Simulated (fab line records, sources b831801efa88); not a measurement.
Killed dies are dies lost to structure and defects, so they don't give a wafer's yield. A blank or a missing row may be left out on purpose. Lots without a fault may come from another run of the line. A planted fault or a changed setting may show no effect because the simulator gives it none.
Which tool did it? | flow gf180mcu | 15 lots, 45 wafers sampled, at 5 steps of a route of 602

WHAT THE GAUGES READ, wafer by wafer
GF_V5_BOW_MEAS_05. Usual: V5_BOW 135 um, standard deviation 9.7.
lot  | measured     | on            | V5_BOW (um) | flag
L584 | day 26 08:51 | film_metro-02 | 125 121 124 |
L587 | day 27 05:26 | film_metro-04 | 147 138 142 |
L589 | day 28 03:50 | film_metro-01 | 128 124 134 |
L591 | day 28 10:43 | film_metro-02 | 147 136 133 |
L592 | day 29 02:45 | film_metro-01 | 130 127 127 |
L593 | day 29 06:26 | film_metro-01 | 142 135 148 |
L594 | day 29 13:10 | film_metro-04 | 139 143 160 |
L595 | day 29 21:50 | film_metro-04 | 148 137 145 |
L599 | day 31 04:23 | film_metro-04 | 100 95 112  | OFF
L600 | day 31 05:44 | film_metro-04 | 110 99 104  | OFF
L601 | day 31 17:07 | film_metro-01 | 89 90 101   | OFF
L604 | day 32 02:47 | film_metro-02 | 131 138 134 |
L605 | day 32 09:52 | film_metro-01 | 150 157 153 |
L606 | day 32 16:56 | film_metro-04 | 126 138 137 |
L607 | day 32 18:11 | film_metro-02 | 139 141 134 |

WHICH TOOL RAN EACH LOT (tool, then ch and the chambers of the sampled wafers, then the start)
lot  | GF_M3_STRIP_17                       | GF_M4_SPUTTER_04             | GF_MIM_SPUTTER_07            | GF_V5_CVD_02
L584 | plasma_asher-04 ch 0,1, day 21 09:27 | pvd_sputter-02, day 22 12:24 | pvd_sputter-04, day 24 12:20 | pecvd-02 ch 0,2, day 26 08:20
L587 | plasma_asher-04 ch 0,1, day 22 09:11 | pvd_sputter-01, day 23 10:45 | pvd_sputter-03, day 25 10:20 | pecvd-02 ch 0,1, day 27 04:55
L589 | plasma_asher-04 ch 0,1, day 23 07:44 | pvd_sputter-01, day 24 08:56 | pvd_sputter-04, day 26 07:52 | pecvd-04 ch 0,2, day 28 02:17
L591 | plasma_asher-03 ch 0,1, day 23 18:13 | pvd_sputter-02, day 24 18:54 | pvd_sputter-02, day 26 17:17 | pecvd-04 ch 0,1, day 28 10:06
L592 | plasma_asher-03 ch 0,1, day 24 13:28 | pvd_sputter-02, day 25 13:50 | pvd_sputter-04, day 27 09:50 | pecvd-03 ch 0,1, day 29 02:17
L593 | plasma_asher-03 ch 0,1, day 24 16:24 | pvd_sputter-02, day 25 16:59 | pvd_sputter-03, day 27 13:39 | pecvd-03 ch 0,1,2, day 29 05:53
L594 | plasma_asher-03 ch 0,1, day 25 00:50 | pvd_sputter-03, day 26 00:41 | pvd_sputter-04, day 27 20:32 | pecvd-03 ch 0,1, day 29 12:41
L595 | plasma_asher-04 ch 0,1, day 25 11:29 | pvd_sputter-03, day 26 11:05 | pvd_sputter-04, day 28 06:05 | pecvd-02 ch 0,1, day 29 21:22
L599 | plasma_asher-03 ch 0,1, day 26 21:02 | pvd_sputter-03, day 27 20:05 | pvd_sputter-03, day 29 14:32 | pecvd-03 ch 1,2, day 31 03:50
L600 | plasma_asher-04 ch 0,1, day 26 23:52 | pvd_sputter-02, day 27 22:41 | pvd_sputter-02, day 29 15:44 | pecvd-04 ch 1,2, day 31 05:14
L601 | plasma_asher-03 ch 0,1, day 27 10:29 | pvd_sputter-03, day 28 09:30 | pvd_sputter-02, day 30 02:56 | pecvd-04 ch 0,2, day 31 16:35
L604 | plasma_asher-03 ch 0,1, day 27 23:49 | pvd_sputter-03, day 28 22:27 | pvd_sputter-04, day 30 14:35 | pecvd-02 ch 0,1,2, day 32 02:17
L605 | plasma_asher-01 ch 0,1, day 28 07:01 | pvd_sputter-01, day 29 05:38 | pvd_sputter-04, day 30 21:44 | pecvd-04 ch 1,2, day 32 09:24
L606 | plasma_asher-01 ch 0,1, day 28 16:21 | pvd_sputter-01, day 29 14:01 | pvd_sputter-03, day 31 04:46 | pecvd-02 ch 0,1,2, day 32 16:28
L607 | plasma_asher-01 ch 0,1, day 28 20:17 | pvd_sputter-02, day 29 18:08 | pvd_sputter-02, day 31 08:14 | pecvd-03 ch 0,2, day 32 17:41
- GF_M3_STRIP_17: strips in O2/N2.
- GF_M4_SPUTTER_04: material TiN, target thk 50 nm, time 41.7 s.
- GF_MIM_SPUTTER_07: material TiN, target thk 60 nm, time 50 s.
- GF_V5_CVD_02: deposits SiO2 from TEOS, target thk 1450 nm, time 163.28 s.

WHAT THE TOOLS THEMSELVES READ (means of the sampled wafers that have a number; where no wafer has one, the mark that the record gives instead)
GF_M3_STRIP_17. Usual: drypump_motor_current_A 5.6 A, standard deviation 0.36; heater_power_w 329 W, standard deviation 7.9; oes_product_au 0.556 a.u., standard deviation 0.0047; strip_time_to_endpoint_s 7.86 s, standard deviation 0.05.
lot  | tool            | drypump_motor_current_A (A) | heater_power_w (W) | oes_product_au (a.u.) | strip_time_to_endpoint_s (s) | flag
L584 | plasma_asher-04 | 5.3                         | 333                | 0.559                 | 7.88                         |
L587 | plasma_asher-04 | 5.5                         | 334                | 0.557                 | 7.89                         |
L589 | plasma_asher-04 | 5.5                         | 331                | 0.559                 | 7.88                         |
L591 | plasma_asher-03 | 5.9                         | 333                | 0.558                 | 7.87                         |
L592 | plasma_asher-03 | 5.7                         | 328                | 0.561                 | 7.83                         |
L593 | plasma_asher-03 | 5.9                         | 330                | 0.554                 | 7.82                         |
L594 | plasma_asher-03 | 5.9                         | 326                | 0.555                 | 7.87                         |
L595 | plasma_asher-04 | 5.3                         | 332                | 0.554                 | 7.86                         |
L599 | plasma_asher-03 | 5.7                         | 332                | 0.558                 | 7.85                         |
L600 | plasma_asher-04 | 5.5                         | 333                | 0.561                 | 7.90                         |
L601 | plasma_asher-03 | 6.0                         | 331                | 0.556                 | 7.90                         |
L604 | plasma_asher-03 | 5.7                         | 332                | 0.560                 | 7.94                         |
L605 | plasma_asher-01 | 5.4                         | 317                | 0.557                 | 7.94                         |
L606 | plasma_asher-01 | 5.4                         | 321                | 0.563                 | 7.85                         |
L607 | plasma_asher-01 | 5.4                         | 321                | 0.555                 | 7.89                         |

GF_M4_SPUTTER_04. Usual: chamber_pressure_pa 0.4000 Pa, standard deviation 0.00086; throttle_valve_pct 30.0 %, standard deviation 0.88.
lot  | tool           | chamber_pressure_pa (Pa) | throttle_valve_pct (%) | flag
L584 | pvd_sputter-02 | 0.3999                   | 30.9                   |
L587 | pvd_sputter-01 | 0.4006                   | 29.0                   |
L589 | pvd_sputter-01 | 0.3998                   | 29.1                   |
L591 | pvd_sputter-02 | 0.4008                   | 30.3                   |
L592 | pvd_sputter-02 | 0.4007                   | 30.4                   |
L593 | pvd_sputter-02 | 0.3997                   | 29.8                   |
L594 | pvd_sputter-03 | 0.3999                   | 29.7                   |
L595 | pvd_sputter-03 | 0.3996                   | 29.6                   |
L599 | pvd_sputter-03 | 0.3998                   | 30.0                   |
L600 | pvd_sputter-02 | 0.3998                   | 30.4                   |
L601 | pvd_sputter-03 | 0.3999                   | 29.9                   |
L604 | pvd_sputter-03 | 0.3993                   | 29.6                   |
L605 | pvd_sputter-01 | 0.4004                   | 29.7                   |
L606 | pvd_sputter-01 | 0.4001                   | 29.3                   |
L607 | pvd_sputter-02 | 0.3999                   | 29.8                   |

GF_MIM_SPUTTER_07. Usual: chamber_pressure_pa 0.4000 Pa, standard deviation 0.00072; throttle_valve_pct 30.0 %, standard deviation 0.85.
lot  | tool           | chamber_pressure_pa (Pa) | throttle_valve_pct (%) | flag
L584 | pvd_sputter-04 | 0.4004                   | 29.7                   |
L587 | pvd_sputter-03 | 0.4005                   | 30.1                   |
L589 | pvd_sputter-04 | 0.4000                   | 29.9                   |
L591 | pvd_sputter-02 | 0.3995                   | 30.7                   |
L592 | pvd_sputter-04 | 0.4009                   | 29.6                   |
L593 | pvd_sputter-03 | 0.3999                   | 30.1                   |
L594 | pvd_sputter-04 | 0.4004                   | 29.7                   |
L595 | pvd_sputter-04 | 0.3993                   | 29.3                   |
L599 | pvd_sputter-03 | 0.3999                   | 29.8                   |
L600 | pvd_sputter-02 | 0.3997                   | 30.2                   |
L601 | pvd_sputter-02 | 0.4003                   | 30.8                   |
L604 | pvd_sputter-04 | 0.4001                   | 29.2                   |
L605 | pvd_sputter-04 | 0.3992                   | 29.6                   |
L606 | pvd_sputter-03 | 0.4004                   | 30.0                   |
L607 | pvd_sputter-02 | 0.3996                   | 30.3                   |

GF_V5_CVD_02. Usual: heater_power_outer_w 337 W, standard deviation 95; heater_power_w 608 W, standard deviation 170.
lot  | tool     | heater_power_outer_w (W) | heater_power_w (W) | flag
L584 | pecvd-02 | 236                      | 410                |
L587 | pecvd-02 | 322                      | 593                |
L589 | pecvd-04 | 287                      | 522                |
L591 | pecvd-04 | 287                      | 494                |
L592 | pecvd-03 | 378                      | 684                |
L593 | pecvd-03 | 380                      | 715                |
L594 | pecvd-03 | 354                      | 653                |
L595 | pecvd-02 | 333                      | 596                |
L599 | pecvd-03 | -                        | -                  | OFF
L600 | pecvd-04 | -                        | -                  | OFF
L601 | pecvd-04 | -                        | -                  | OFF
L604 | pecvd-02 | 338                      | 572                |
L605 | pecvd-04 | 317                      | 562                |
L606 | pecvd-02 | 271                      | 483                |
L607 | pecvd-03 | 449                      | 826                |

THE ANSWER, worked out from the rows above alone
Rule: a lot is off if the mean of its wafers that have a number lies more than 3 standard deviations from the usual mean. A lot without any number at a reading at which 4 lots or more have one is off too. The other lots that the step has rows for count as sound. The gauges are gone through in route order, then the tools' own readings, and for those a lot's mean is taken as printed above. The first step at which some lot is off is used, and at that step the reading that is off furthest; a lot without a number counts as furthest.
Off: L599, L600, L601, at GF_V5_BOW_MEAS_05 (V5_BOW).
A tool fits if, at a process step before that reading, it ran every lot that is off, and no sound lot after the first of them. The gauges at GF_V5_BOW_MEAS_05 aren't tried: what is off there is off at GF_V5_CVD_02 too, on other tools, and a gauge's error can't cause that. None of those tried fits.

WHAT THE SIMULATOR HAD PUT IN
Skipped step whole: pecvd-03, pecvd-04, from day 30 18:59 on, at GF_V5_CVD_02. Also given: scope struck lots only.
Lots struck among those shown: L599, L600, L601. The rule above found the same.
